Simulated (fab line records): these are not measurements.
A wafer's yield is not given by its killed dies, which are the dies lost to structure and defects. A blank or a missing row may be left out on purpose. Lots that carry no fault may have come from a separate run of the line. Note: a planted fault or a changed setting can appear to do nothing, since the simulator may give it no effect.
fab line records | flow sky130 | part 1 of 2: steps 1 to 24 of 34
record: lots: 5 | wafers: 15 | last_day: 49
route steps=708 shown CONTACT@418 METAL1@434
lots that met no fault: taken from a fault-free run of the same line
start_h: start of the lot's first displayed wafer, in hours after the record's first day | wait_h: hours elapsed since this lot's preceding step | " identical to the entry in the row above | L1.1+2: a single row standing in for several wafers | - value missing, or start not given | * or withheld: withheld | < > ~ a bound
route shown NAME@n: NAME is a module with steps in the file, n the number in the route of the first one | usual: average and standard deviation across the fault-free wafers | same: alike in all rows | chamber/n: place in a boat | sites: readings site by site | _std_site: standard deviation across them | _edge_site: mean of outer sites minus mean of inner sites | radius_mm: how far each site lies from the wafer's centre | mask NAME#n: copy n | behind: tool/chamber where the wafer was last shaped | hold: why the lot was held/for how many hours/how that ended | device: names the non-switching transistor (n, p or np) | end of line: at the end of the route, the tests of the same wafers | for a step that has no rows: nothing shown but its recipe | killed: at the first sort, the dies lost to defects and structure; wafer yield is something else | map: per-die view of a wafer (x killed, . not killed, _ where there is no die)
set.NAME: the run value of the setting; set.NAME@STEP: its run value at that earlier step | model.NAME: the simulator's own value behind a step, which no gauge read
certain route steps with their lots: each step a table, each wafer a row
services: when a tool's chamber went out of use (start_h, in hours from the record's first day, below 0 if earlier), for how many hours, and the reason
== steps ==
step: SKY_CONTACT_PEB_12
recipe: peb_temp_c: withheld | peb_time_s: withheld | resist: KrF-thick
usual: chill_plate_temp_C: *
lot.wafer | tool           | chamber | start_h | wait_h | chill_plate_temp_C
L076.2    | litho_track-02 | 0       | -       | -      | *
L076.3    | "              | 0       | "       | "      | *
L076.6    | "              | 0       | "       | "      | *
L079.1    | litho_track-01 | 0       | -       | -      | *
L079.3    | "              | 0       | "       | "      | *
L079.5    | "              | 0       | "       | "      | *
L082.1    | litho_track-01 | 0       | -       | -      | *
L082.4    | "              | 0       | "       | "      | *
L082.5    | "              | 0       | "       | "      | *
L084.2    | litho_track-03 | 0       | -       | -      | *
L084.4    | "              | 0       | "       | "      | *
L084.6    | "              | 0       | "       | "      | *
L088.2    | litho_track-03 | 0       | -       | -      | *
L088.4    | "              | 0       | "       | "      | *
L088.6    | "              | 0       | "       | "      | *
step: SKY_CONTACT_DEVELOP_13
recipe: develop_time_s: 60 | resist: KrF-thick | dev_temp_c: 21
usual: chill_plate_temp_C: 23.01/0.097
lot.wafer | tool           | chamber | start_h | wait_h | chill_plate_temp_C
L076.2    | litho_track-02 | 0       | -       | -      | 23.00
L076.3    | "              | 0       | "       | "      | 23.05
L076.6    | "              | 0       | "       | "      | 23.12
L079.1    | litho_track-01 | 0       | -       | -      | 22.91
L079.3    | "              | 0       | "       | "      | 23.12
L079.5    | "              | 0       | "       | "      | 23.07
L082.1    | litho_track-01 | 0       | -       | -      | 23.01
L082.4    | "              | 0       | "       | "      | 23.06
L082.5    | "              | 0       | "       | "      | 23.16
L084.2    | litho_track-03 | 0       | -       | -      | 23.04
L084.4    | "              | 0       | "       | "      | 23.11
L084.6    | "              | 0       | "       | "      | 22.98
L088.2    | litho_track-03 | 0       | -       | -      | 23.12
L088.4    | "              | 0       | "       | "      | 23.02
L088.6    | "              | 0       | "       | "      | 22.92
step: SKY_CONTACT_CD_MEAS_14
recipe: target_cd_nm: 170
usual: cd_nm: 170.1/1.7
lot.wafer | tool      | chamber | start_h | wait_h | cd_nm
L076.2    | cd_sem-02 | -       | 748.98  | -      | 169.9
L076.3    | "         | -       | "       | "      | 170.1
L076.6    | "         | -       | "       | "      | 170.0
L079.1    | cd_sem-01 | -       | 780.68  | -      | 168.7
L079.3    | "         | -       | "       | "      | 170.4
L079.5    | "         | -       | "       | "      | 168.9
L082.1    | cd_sem-02 | -       | 808.98  | -      | 172.2
L082.4    | "         | -       | "       | "      | 173.4
L082.5    | "         | -       | "       | "      | 172.5
L084.2    | cd_sem-01 | -       | 818.39  | -      | 171.2
L084.4    | "         | -       | "       | "      | 170.8
L084.6    | "         | -       | "       | "      | 171.2
L088.2    | cd_sem-02 | -       | 848.79  | -      | 173.0
L088.4    | "         | -       | "       | "      | 172.9
L088.6    | "         | -       | "       | "      | 172.5
step: SKY_CONTACT_OVL_MEAS_15
usual: CONTACT_OVL: 0/5.5
lot.wafer | tool       | chamber | start_h | wait_h | CONTACT_OVL[nm]
L076.2    | overlay-02 | -       | 749.09  | 0.1    | -3
L076.3    | "          | -       | "       | "      | 0
L076.6    | "          | -       | "       | "      | -4
L079.1    | overlay-02 | -       | 780.80  | 0.1    | -12
L079.3    | "          | -       | "       | "      | -10
L079.5    | "          | -       | "       | "      | -5
L082.1    | overlay-02 | -       | 809.10  | 0.1    | -7
L082.4    | "          | -       | "       | "      | -1
L082.5    | "          | -       | "       | "      | 5
L084.2    | overlay-02 | -       | 818.50  | 0.1    | 3
L084.4    | "          | -       | "       | "      | -9
L084.6    | "          | -       | "       | "      | -3
L088.2    | overlay-02 | -       | 848.90  | 0.1    | 2
L088.4    | "          | -       | "       | "      | 4
L088.6    | "          | -       | "       | "      | 15
step: SKY_CONTACT_ETCH_16
recipe: chemistry: N2/H2 | target: BARC | ion_energy_ev: 200 | source_w: 500 | bias_w: 100 | pressure_mtorr: 30 | n2_flow_sccm: 100 | h2_flow_sccm: 200 | stop_on: SiO2 | time_s: 45.9 | target_depth_a: 600
usual: drypump_motor_current_A: 5.7/0.45 | oes_product_au: 0.855/0.0051 | rf_fwd_power_W: 495.1/1.8 | throttle_valve_pct: 13.226/0.0083
lot.wafer | tool        | chamber | start_h | wait_h | drypump_motor_current_A | oes_product_au | rf_fwd_power_W | rf_hours_counter_h | throttle_valve_pct
L076.2    | rie_diel-04 | 0       | 749.12  | 0.0    | 5.6                     | 0.856          | 497.2          | 11                 | 13.232
L076.3    | "           | 2       | "       | "      | 5.6                     | 0.854          | 494.5          | 9                  | 13.220
L076.6    | "           | 1       | "       | "      | 5.2                     | 0.847          | 497.4          | -                  | 13.222
L079.1    | rie_diel-02 | 1       | 780.84  | 0.0    | 5.6                     | 0.844          | 497.2          | 20                 | 13.245
L079.3    | "           | 3       | "       | "      | 5.2                     | 0.853          | 495.5          | 3                  | 13.243
L079.5    | "           | 1       | "       | "      | 5.6                     | 0.856          | 496.6          | -                  | 13.217
L082.1    | rie_diel-02 | 1       | 809.14  | 0.0    | 5.6                     | 0.857          | 495.3          | 20                 | 13.212
L082.4    | "           | 0       | "       | "      | 5.4                     | 0.856          | 495.5          | 6                  | 13.239
L082.5    | "           | 2       | "       | "      | 6.5                     | 0.858          | 495.6          | -                  | 13.226
L084.2    | rie_diel-02 | 3       | 818.53  | 0.0    | 5.2                     | 0.848          | 495.9          | 4                  | 13.238
L084.4    | "           | 1       | "       | "      | 5.6                     | 0.863          | 496.8          | 21                 | 13.233
L084.6    | "           | 0       | "       | "      | 5.5                     | 0.852          | 497.3          | -                  | 13.236
L088.2    | rie_diel-02 | 1       | 848.93  | 0.0    | 5.6                     | 0.849          | 496.2          | 22                 | 13.232
L088.4    | "           | 2       | "       | "      | 6.5                     | 0.858          | 493.4          | 1                  | 13.219
L088.6    | "           | 3       | "       | "      | 5.2                     | 0.853          | 494.7          | -                  | 13.224
step: SKY_CONTACT_ETCH_17
recipe: target: SiO2 | chemistry: C4F8/O2/Ar | stop_on: Si3N4 | mask_material: KrF-thick | source_w: 1500 | bias_w: 1200 | pressure_mtorr: 40 | c4f8_flow_sccm: withheld | O2_flow_sccm: 6 | Ar_flow_sccm: 300 | time_s: withheld | target_depth_a: 3400
usual: oes_product_au: 0.891/0.0045 | rf_fwd_power_W: 1488/4.9
lot.wafer | tool        | chamber | start_h | wait_h | oes_product_au | rf_fwd_power_W
L076.2    | rie_diel-04 | 0       | 749.16  | 0.0    | 0.894          | 1491
L076.3    | "           | 2       | "       | "      | 0.892          | 1481
L076.6    | "           | 1       | "       | "      | 0.887          | 1486
L079.1    | rie_diel-02 | 1       | 780.88  | 0.0    | 0.889          | 1496
L079.3    | "           | 3       | "       | "      | 0.891          | 1491
L079.5    | "           | 1       | "       | "      | 0.889          | 1494
L082.1    | rie_diel-02 | 1       | 809.18  | 0.0    | 0.891          | 1482
L082.4    | "           | 0       | "       | "      | 0.894          | 1486
L082.5    | "           | 2       | "       | "      | 0.892          | 1486
L084.2    | rie_diel-02 | 3       | 818.57  | 0.0    | 0.895          | 1487
L084.4    | "           | 1       | "       | "      | 0.899          | 1488
L084.6    | "           | 0       | "       | "      | 0.889          | 1490
L088.2    | rie_diel-02 | 1       | 848.97  | 0.0    | 0.888          | 1494
L088.4    | "           | 2       | "       | "      | 0.890          | 1495
L088.6    | "           | 3       | "       | "      | 0.899          | 1490
step: SKY_CONTACT_ETCH_18
recipe: target: Si3N4 | chemistry: CHF3/O2 | stop_on: TiN | source_w: 600 | bias_w: 200 | pressure_mtorr: 40 | chf3_flow_sccm: 50 | O2_flow_sccm: 5 | time_s: 39 | target_depth_a: 750
usual: drypump_motor_current_A: 5.7/0.45 | oes_product_au: 0.855/0.0078 | rf_fwd_power_W: 593.5/2.3 | throttle_valve_pct: 8.794/0.0096
lot.wafer | tool        | chamber | start_h | wait_h | drypump_motor_current_A | oes_product_au | rf_fwd_power_W | rf_hours_counter_h | throttle_valve_pct
L076.2    | rie_diel-04 | 0       | -       | -      | 5.5                     | 0.856          | 596.5          | 11                 | 8.791
L076.3    | "           | 2       | "       | "      | 5.6                     | 0.857          | 587.5          | 9                  | 8.801
L076.6    | "           | 1       | "       | "      | 5.1                     | 0.870          | 594.7          | -                  | 8.811
L079.1    | rie_diel-02 | 1       | -       | -      | 5.6                     | 0.860          | 592.0          | 20                 | 8.800
L079.3    | "           | 3       | "       | "      | 5.2                     | 0.854          | 594.3          | 3                  | 8.787
L079.5    | "           | 1       | "       | "      | 5.6                     | 0.855          | 593.6          | -                  | 8.803
L082.1    | rie_diel-02 | 1       | -       | -      | 5.6                     | 0.854          | 594.0          | 21                 | 8.784
L082.4    | "           | 0       | "       | "      | 5.4                     | 0.862          | 592.5          | 6                  | 8.793
L082.5    | "           | 2       | "       | "      | 6.4                     | 0.856          | 593.2          | -                  | 8.800
L084.2    | rie_diel-02 | 3       | -       | -      | 5.2                     | 0.862          | 593.1          | 4                  | 8.776
L084.4    | "           | 1       | "       | "      | 5.6                     | 0.852          | 588.8          | 21                 | 8.786
L084.6    | "           | 0       | "       | "      | 5.4                     | 0.867          | 594.9          | -                  | 8.785
L088.2    | rie_diel-02 | 1       | -       | -      | 5.6                     | 0.856          | 596.3          | 22                 | 8.788
L088.4    | "           | 2       | "       | "      | 6.5                     | 0.864          | 594.2          | 1                  | 8.783
L088.6    | "           | 3       | "       | "      | 5.2                     | 0.851          | 592.5          | -                  | 8.784
step: SKY_CONTACT_STRIP_19
recipe: chemistry: O2/N2 | power_w: 1400 | pressure_mtorr: 1500 | platen_temp_c: withheld | o2_flow_sccm: 3000 | n2_flow_sccm: 300 | overash_fraction: 0.5
usual: drypump_motor_current_A: 5.5/0.34 | oes_product_au: 0.381/0.0043 | strip_time_to_endpoint_s: 3.627/0.024
lot.wafer | tool            | chamber | start_h | wait_h | drypump_motor_current_A | oes_product_au | rf_hours_counter_h | strip_time_to_endpoint_s
L076.2    | plasma_asher-04 | 1       | 749.25  | -      | 5.3                     | 0.380          | 64                 | 3.635
L076.3    | "               | 1       | "       | "      | 5.4                     | 0.374          | -                  | 3.627
L076.6    | "               | 0       | "       | "      | 5.9                     | 0.386          | -                  | 3.647
L079.1    | plasma_asher-03 | 1       | 780.97  | -      | 5.5                     | 0.387          | 34                 | 3.604
L079.3    | "               | 1       | "       | "      | 5.5                     | 0.377          | -                  | 3.626
L079.5    | "               | 1       | "       | "      | 5.6                     | 0.382          | -                  | 3.622
L082.1    | plasma_asher-03 | 0       | 809.27  | -      | 5.6                     | 0.372          | 37                 | 3.629
L082.4    | "               | 1       | "       | "      | 5.6                     | 0.384          | -                  | 3.647
L082.5    | "               | 1       | "       | "      | 5.6                     | 0.374          | -                  | 3.697
L084.2    | plasma_asher-04 | 1       | 818.66  | -      | 5.3                     | 0.391          | 71                 | 3.617
L084.4    | "               | 1       | "       | "      | 5.4                     | 0.378          | -                  | 3.640
L084.6    | "               | 1       | "       | "      | 5.3                     | 0.383          | -                  | 3.637
L088.2    | plasma_asher-03 | 0       | 849.06  | -      | 5.5                     | 0.375          | 39                 | 3.648
L088.4    | "               | 0       | "       | "      | 5.5                     | 0.380          | -                  | 3.642
L088.6    | "               | 0       | "       | "      | 5.5                     | 0.386          | -                  | 3.633
step: SKY_CONTACT_STRIP_20
recipe: chemistry: post_etch_residue_remover | time_s: 1200 | temp_c: 72.5
usual: bath_guard_temp_C: 72.6/0.53
lot.wafer | tool         | chamber | start_h | wait_h | bath_guard_temp_C
L076.2    | wet_bench-02 | 0       | 749.35  | 0.1    | 73.0
L076.3    | "            | 0       | "       | "      | 72.9
L076.6    | "            | 0       | "       | "      | 73.1
L079.1    | wet_bench-03 | 3       | 781.07  | 0.1    | 72.2
L079.3    | "            | 3       | "       | "      | 72.6
L079.5    | "            | 3       | "       | "      | 72.3
L082.1    | wet_bench-03 | 0       | 809.37  | 0.1    | 72.7
L082.4    | "            | 0       | "       | "      | 72.7
L082.5    | "            | 0       | "       | "      | 72.9
L084.2    | wet_bench-04 | 0       | 818.82  | 0.1    | 73.4
L084.4    | "            | 0       | "       | "      | 73.2
L084.6    | "            | 0       | "       | "      | 73.2
L088.2    | wet_bench-04 | 3       | 849.16  | 0.1    | 72.8
L088.4    | "            | 3       | "       | "      | 72.1
L088.6    | "            | 3       | "       | "      | 72.5
step: SKY_CONTACT_CLEAN_21
recipe: chemistry: IPA | time_s: 180 | temp_c: 25
lot.wafer  | tool         | chamber | start_h | wait_h
L076.2+3+6 | wet_bench-03 | 1       | 749.76  | 0.0
L079.1+3+5 | wet_bench-03 | 2       | 781.41  | 0.0
L082.1+4+5 | wet_bench-04 | 3       | 809.74  | 0.0
L084.2+4+6 | wet_bench-03 | 1       | 819.20  | 0.0
L088.2+4+6 | wet_bench-03 | 0       | 849.53  | 0.0
step: SKY_CONTACT_CLEAN_22
recipe: chemistry: O3/DIW | dry: n2_spin
lot.wafer  | tool         | chamber | start_h | wait_h
L076.2+3+6 | wet_bench-02 | 0       | 749.82  | 0.0
L079.1+3+5 | wet_bench-03 | 0       | 781.47  | 0.0
L082.1+4+5 | wet_bench-02 | 2       | 809.80  | 0.0
L084.2+4+6 | wet_bench-02 | 2       | 819.25  | 0.0
L088.2+4+6 | wet_bench-04 | 1       | 849.59  | 0.0
step: SKY_CONTACT_SPUTTER_23
recipe: material: TiN | target_thk_nm: 20 | chamber_pressure_pa: 5 | power_w: 4000 | time_s: 80
usual: throttle_valve_pct: 30.7/1
lot.wafer | tool           | chamber | start_h | wait_h | throttle_valve_pct
L076.2    | pvd_sputter-01 | -       | 749.93  | 0.0    | 29.0
L076.3    | "              | -       | "       | "      | 29.7
L076.6    | "              | -       | "       | "      | 30.6
L079.1    | pvd_sputter-03 | -       | 781.56  | 0.0    | 30.3
L079.3    | "              | -       | "       | "      | 30.0
L079.5    | "              | -       | "       | "      | 30.4
L082.1    | pvd_sputter-03 | -       | 809.98  | 0.0    | 30.2
L082.4    | "              | -       | "       | "      | 30.1
L082.5    | "              | -       | "       | "      | 32.1
L084.2    | pvd_sputter-01 | -       | 819.44  | 0.0    | 29.7
L084.4    | "              | -       | "       | "      | 29.2
L084.6    | "              | -       | "       | "      | 30.7
L088.2    | pvd_sputter-03 | -       | 849.69  | 0.0    | 30.0
L088.4    | "              | -       | "       | "      | 32.4
L088.6    | "              | -       | "       | "      | 30.2
step: SKY_CONTACT_CVD_24
recipe: material: W | target_thk_nm: 340 | time_s: 102.12 | temp_c: 400 | pressure_torr: 40
usual: chamber_pressure_Torr: 39.98/0.089 | heater_power_w: 866/81
lot.wafer | tool     | chamber | start_h | wait_h | chamber_pressure_Torr | heater_power_w
L076.2    | cvd_w-01 | 0       | 749.99  | 0.0    | 40.01                 | 891
L076.3    | "        | 0       | "       | "      | 40.08                 | 873
L076.6    | "        | 1       | "       | "      | 40.11                 | 983
L079.1    | cvd_w-02 | 1       | 781.62  | 0.0    | 39.93                 | 853
L079.3    | "        | 0       | "       | "      | 39.88                 | 765
L079.5    | "        | 0       | "       | "      | 40.07                 | 763
L082.1    | cvd_w-02 | 1       | 810.05  | 0.0    | 39.94                 | 909
L082.4    | "        | 0       | "       | "      | 39.90                 | 751
L082.5    | "        | 0       | "       | "      | 39.91                 | 752
L084.2    | cvd_w-02 | 1       | 819.50  | 0.0    | 40.02                 | 880
L084.4    | "        | 1       | "       | "      | 40.13                 | 870
L084.6    | "        | 1       | "       | "      | 40.13                 | 879
L088.2    | cvd_w-01 | 1       | 849.75  | 0.0    | 39.82                 | 978
L088.4    | "        | 1       | "       | "      | 39.97                 | 986
L088.6    | "        | 0       | "       | "      | 40.06                 | 881
step: SKY_CONTACT_RS_MEAS_25
recipe: thk_meas_gauge: four-point-probe | reads: W_of_CONTACT_CVD_24+TiN_of_CONTACT_SPUTTER_23
usual: CONTACT_W_RS: 0.335/0.007
lot.wafer | tool          | chamber | start_h | wait_h | CONTACT_W_RS[ohm/sq]
L076.2    | film_metro-02 | -       | 750.12  | 0.1    | 0.326
L076.3    | "             | -       | "       | "      | 0.324
L076.6    | "             | -       | "       | "      | 0.340
L079.1    | film_metro-01 | -       | 781.73  | 0.1    | 0.340
L079.3    | "             | -       | "       | "      | 0.336
L079.5    | "             | -       | "       | "      | 0.336
L082.1    | film_metro-01 | -       | 810.16  | 0.1    | 0.338
L082.4    | "             | -       | "       | "      | 0.337
L082.5    | "             | -       | "       | "      | 0.340
L084.2    | film_metro-01 | -       | 819.63  | 0.1    | 0.338
L084.4    | "             | -       | "       | "      | 0.337
L084.6    | "             | -       | "       | "      | 0.337
L088.2    | film_metro-03 | -       | 849.88  | 0.1    | 0.342
L088.4    | "             | -       | "       | "      | 0.342
L088.6    | "             | -       | "       | "      | 0.324
step: SKY_CONTACT_THK_MEAS_26
recipe: thk_meas_gauge: xrf | reads: W_of_CONTACT_CVD_24
usual: CONTACT_W_THK: 336/7.7
lot.wafer | tool          | chamber | start_h | wait_h | CONTACT_W_THK[nm]
L076.2    | film_metro-02 | -       | 750.23  | 0.1    | 344
L076.3    | "             | -       | "       | "      | 342
L076.6    | "             | -       | "       | "      | 328
L079.1    | film_metro-01 | -       | 781.85  | 0.1    | 333
L079.3    | "             | -       | "       | "      | 334
L079.5    | "             | -       | "       | "      | 333
L082.1    | film_metro-01 | -       | 810.28  | 0.1    | 335
L082.4    | "             | -       | "       | "      | 338
L082.5    | "             | -       | "       | "      | 335
L084.2    | film_metro-01 | -       | 819.74  | 0.1    | 331
L084.4    | "             | -       | "       | "      | 333
L084.6    | "             | -       | "       | "      | 335
L088.2    | film_metro-03 | -       | 849.99  | 0.1    | 333
L088.4    | "             | -       | "       | "      | 328
L088.6    | "             | -       | "       | "      | 349
step: SKY_CONTACT_CMP_27
recipe: stop_on: SiO2 | t_overpolish_s: 15 | down_force_psi: 3.5 | platen_rpm: 60 | target_thk_nm: 0 | pad_velocity_m_s: 0.94248
usual: motor_current_A: 11.1/0.79 | overpolish_run_s: 15.001/0.0094 | time_to_endpoint_s: 82/3.2
lot.wafer | tool   | chamber | start_h | wait_h | motor_current_A | overpolish_run_s | time_to_endpoint_s
L076.2    | cmp-01 | 2       | 750.33  | 0.1    | 11.1            | 15.018           | 88
L076.3    | "      | 0       | "       | "      | 10.3            | 14.998           | 87
L076.6    | "      | 1       | "       | "      | 12.0            | 15.003           | 86
L079.3    | cmp-01 | 1       | 782.01  | 0.1    | 11.6            | 15.009           | 81
L079.1    | "      | 2       | "       | "      | 10.5            | 15.002           | 83
L079.5    | "      | 0       | "       | "      | 10.2            | 15.004           | 77
L082.4    | cmp-02 | 0       | 810.34  | 0.0    | 11.5            | 15.007           | 81
L082.1    | "      | 2       | "       | "      | 10.8            | 15.005           | 75
L082.5    | "      | 1       | "       | "      | 10.6            | 15.017           | 79
L084.4    | cmp-01 | 0       | 819.89  | 0.1    | 10.4            | 15.006           | 83
L084.2    | "      | 1       | "       | "      | 11.5            | 15.011           | 80
L084.6    | "      | 2       | "       | "      | 10.5            | 15.020           | 84
L088.4    | cmp-01 | 2       | 850.09  | 0.1    | 10.9            | 15.008           | 79
L088.2    | "      | 0       | "       | "      | 9.8             | 15.003           | 79
L088.6    | "      | 1       | "       | "      | 11.5            | 15.002           | 90
step: SKY_METAL1_SPUTTER_00
recipe: material: Ti | target_thk_nm: 15 | power_w: 3000 | time_s: 10 | chamber_pressure_pa: 0.4
usual: throttle_valve_pct: 30.2/0.89
lot.wafer | tool           | chamber | start_h | wait_h | throttle_valve_pct
L076.2    | pvd_sputter-03 | -       | 750.58  | 0.2    | 32.0
L076.3    | "              | -       | "       | "      | 32.2
L076.6    | "              | -       | "       | "      | 32.0
L079.1    | pvd_sputter-04 | -       | 782.21  | 0.1    | 30.3
L079.3    | "              | -       | "       | "      | 30.1
L079.5    | "              | -       | "       | "      | 30.0
L082.1    | pvd_sputter-04 | -       | 810.64  | 0.1    | 30.6
L082.4    | "              | -       | "       | "      | 30.0
L082.5    | "              | -       | "       | "      | 29.3
L084.2    | pvd_sputter-02 | -       | 820.09  | 0.1    | 30.2
L084.4    | "              | -       | "       | "      | 31.3
L084.6    | "              | -       | "       | "      | 28.6
L088.2    | pvd_sputter-02 | -       | 850.34  | 0.1    | 29.9
L088.4    | "              | -       | "       | "      | 31.6
L088.6    | "              | -       | "       | "      | 29.8
step: SKY_METAL1_SPUTTER_01
recipe: material: TiN | target_thk_nm: 20 | power_w: 6500 | time_s: 16.7 | chamber_pressure_pa: 0.4
usual: throttle_valve_pct: 30.2/0.89
lot.wafer | tool           | chamber | start_h | wait_h | throttle_valve_pct
L076.2    | pvd_sputter-03 | -       | 750.60  | 0.0    | 32.2
L076.3    | "              | -       | "       | "      | 32.0
L076.6    | "              | -       | "       | "      | 31.8
L079.1    | pvd_sputter-04 | -       | 782.23  | 0.0    | 30.3
L079.3    | "              | -       | "       | "      | 29.9
L079.5    | "              | -       | "       | "      | 29.8
L082.1    | pvd_sputter-04 | -       | 810.67  | 0.0    | 30.7
L082.4    | "              | -       | "       | "      | 30.2
L082.5    | "              | -       | "       | "      | 29.5
L084.2    | pvd_sputter-02 | -       | 820.11  | 0.0    | 30.1
L084.4    | "              | -       | "       | "      | 31.5
L084.6    | "              | -       | "       | "      | 28.7
L088.2    | pvd_sputter-02 | -       | 850.36  | 0.0    | 29.7
L088.4    | "              | -       | "       | "      | 31.5
L088.6    | "              | -       | "       | "      | 29.7
step: SKY_METAL1_SPUTTER_02
recipe: material: AlCu | target_thk_nm: 250 | power_w: 10600 | time_s: 13.3 | chamber_pressure_pa: 0.4
usual: throttle_valve_pct: 30.2/0.87
lot.wafer | tool           | chamber | start_h | wait_h | throttle_valve_pct
L076.2    | pvd_sputter-03 | -       | 750.63  | 0.0    | 32.2
L076.3    | "              | -       | "       | "      | 31.9
L076.6    | "              | -       | "       | "      | 31.7
L079.1    | pvd_sputter-04 | -       | 782.26  | 0.0    | 30.2
L079.3    | "              | -       | "       | "      | 30.1
L079.5    | "              | -       | "       | "      | 30.1
L082.1    | pvd_sputter-04 | -       | 810.69  | 0.0    | 30.9
L082.4    | "              | -       | "       | "      | 30.3
L082.5    | "              | -       | "       | "      | 29.3
L084.2    | pvd_sputter-02 | -       | 820.14  | 0.0    | 29.9
L084.4    | "              | -       | "       | "      | 31.3
L084.6    | "              | -       | "       | "      | 29.0
L088.2    | pvd_sputter-02 | -       | 850.39  | 0.0    | 29.7
L088.4    | "              | -       | "       | "      | 31.3
L088.6    | "              | -       | "       | "      | 29.8
step: SKY_METAL1_SPUTTER_03
recipe: material: Ti | target_thk_nm: 5 | power_w: 3000 | time_s: 3.3 | chamber_pressure_pa: 0.4
usual: throttle_valve_pct: 30.2/0.87
lot.wafer | tool           | chamber | start_h | wait_h | throttle_valve_pct
L076.2    | pvd_sputter-03 | -       | 750.65  | 0.0    | 32.0
L076.3    | "              | -       | "       | "      | 32.0
L076.6    | "              | -       | "       | "      | 32.0
L079.1    | pvd_sputter-04 | -       | 782.28  | 0.0    | 30.2
L079.3    | "              | -       | "       | "      | 29.8
L079.5    | "              | -       | "       | "      | 30.1
L082.1    | pvd_sputter-04 | -       | 810.72  | 0.0    | 30.5
L082.4    | "              | -       | "       | "      | 30.2
L082.5    | "              | -       | "       | "      | 29.3
L084.2    | pvd_sputter-02 | -       | 820.16  | 0.0    | 30.1
L084.4    | "              | -       | "       | "      | 31.1
L084.6    | "              | -       | "       | "      | 29.0
L088.2    | pvd_sputter-02 | -       | 850.41  | 0.0    | 29.8
L088.4    | "              | -       | "       | "      | 31.5
L088.6    | "              | -       | "       | "      | 29.9
step: SKY_METAL1_SPUTTER_04
recipe: material: TiN | target_thk_nm: 70 | power_w: 6500 | time_s: 58.3 | chamber_pressure_pa: 0.4
usual: throttle_valve_pct: 30.2/0.9
lot.wafer | tool           | chamber | start_h | wait_h | throttle_valve_pct
L076.2    | pvd_sputter-03 | -       | 750.67  | 0.0    | 32.1
L076.3    | "              | -       | "       | "      | 32.4
L076.6    | "              | -       | "       | "      | 32.1
L079.1    | pvd_sputter-04 | -       | 782.30  | 0.0    | 30.3
L079.3    | "              | -       | "       | "      | 30.1
L079.5    | "              | -       | "       | "      | 30.0
L082.1    | pvd_sputter-04 | -       | 810.73  | 0.0    | 30.7
L082.4    | "              | -       | "       | "      | 30.0
L082.5    | "              | -       | "       | "      | 29.4
L084.2    | pvd_sputter-02 | -       | 820.18  | 0.0    | 29.8
L084.4    | "              | -       | "       | "      | 31.5
L084.6    | "              | -       | "       | "      | 28.9
L088.2    | pvd_sputter-02 | -       | 850.43  | 0.0    | 29.9
L088.4    | "              | -       | "       | "      | 31.5
L088.6    | "              | -       | "       | "      | 29.7
step: SKY_METAL1_RS_MEAS_05
recipe: thk_meas_gauge: four-point-probe | reads: TiN_of_METAL1_SPUTTER_04+Ti_of_METAL1_SPUTTER_03+AlCu_of_METAL1_SPUTTER_02+TiN_of_METAL1_SPUTTER_01+Ti_of_METAL1_SPUTTER_00
usual: METAL1_ALCU_RS: 0.1269/0.0011
lot.wafer | tool          | chamber | start_h | wait_h | METAL1_ALCU_RS[ohm/sq]
L076.2    | film_metro-02 | -       | 750.74  | 0.0    | 0.1252
L076.3    | "             | -       | "       | "      | 0.1249
L076.6    | "             | -       | "       | "      | 0.1251
L079.1    | film_metro-04 | -       | 782.35  | 0.0    | 0.1266
L079.3    | "             | -       | "       | "      | 0.1254
L079.5    | "             | -       | "       | "      | 0.1254
L082.1    | film_metro-04 | -       | 810.78  | 0.0    | 0.1268
L082.4    | "             | -       | "       | "      | 0.1277
L082.5    | "             | -       | "       | "      | 0.1261
L084.2    | film_metro-03 | -       | 820.25  | 0.0    | 0.1269
L084.4    | "             | -       | "       | "      | 0.1287
L084.6    | "             | -       | "       | "      | 0.1280
L088.2    | film_metro-02 | -       | 850.50  | 0.0    | 0.1276
L088.4    | "             | -       | "       | "      | 0.1290
L088.6    | "             | -       | "       | "      | 0.1273
step: SKY_METAL1_THK_MEAS_06
recipe: thk_meas_gauge: xrf | reads: AlCu_of_METAL1_SPUTTER_02
usual: METAL1_ALCU_THK: 249.4/2.1
lot.wafer | tool          | chamber | start_h | wait_h | METAL1_ALCU_THK[nm]
L076.2    | film_metro-02 | -       | 750.85  | 0.1    | 252.4
L076.3    | "             | -       | "       | "      | 253.1
L076.6    | "             | -       | "       | "      | 254.1
L079.1    | film_metro-04 | -       | 782.47  | 0.1    | 250.3
L079.3    | "             | -       | "       | "      | 250.7
L079.5    | "             | -       | "       | "      | 253.3
L082.1    | film_metro-04 | -       | 810.90  | 0.1    | 250.7
L082.4    | "             | -       | "       | "      | 246.9
L082.5    | "             | -       | "       | "      | 250.9
L084.2    | film_metro-03 | -       | 820.36  | 0.1    | 247.4
L084.4    | "             | -       | "       | "      | 246.4
L084.6    | "             | -       | "       | "      | 245.6
L088.2    | film_metro-02 | -       | 850.61  | 0.1    | 248.4
L088.4    | "             | -       | "       | "      | 246.2
L088.6    | "             | -       | "       | "      | 248.6
step: SKY_METAL1_DEHYDRATE_07
recipe: temp_c: 200 | time_s: 60
usual: chill_plate_temp_C: 23.02/0.11
lot.wafer | tool           | chamber | start_h | wait_h | chill_plate_temp_C
L076.2    | litho_track-04 | 0       | 763.58  | 12.7   | 23.17
L076.3    | "              | 0       | "       | "      | 23.08
L076.6    | "              | 0       | "       | "      | 22.99
L079.1    | litho_track-03 | 0       | 794.62  | 12.1   | 22.82
L079.3    | "              | 0       | "       | "      | 22.83
L079.5    | "              | 0       | "       | "      | 22.88
L082.1    | litho_track-04 | 0       | 823.70  | 12.8   | 23.16
L082.4    | "              | 0       | "       | "      | 23.15
L082.5    | "              | 0       | "       | "      | 23.02
L084.2    | litho_track-03 | 0       | 832.74  | 12.4   | 22.89
L084.4    | "              | 0       | "       | "      | 23.01
L084.6    | "              | 0       | "       | "      | 22.91
L088.2    | litho_track-01 | 0       | 863.16  | 12.5   | 23.07
L088.4    | "              | 0       | "       | "      | 23.07
L088.6    | "              | 0       | "       | "      | 22.98
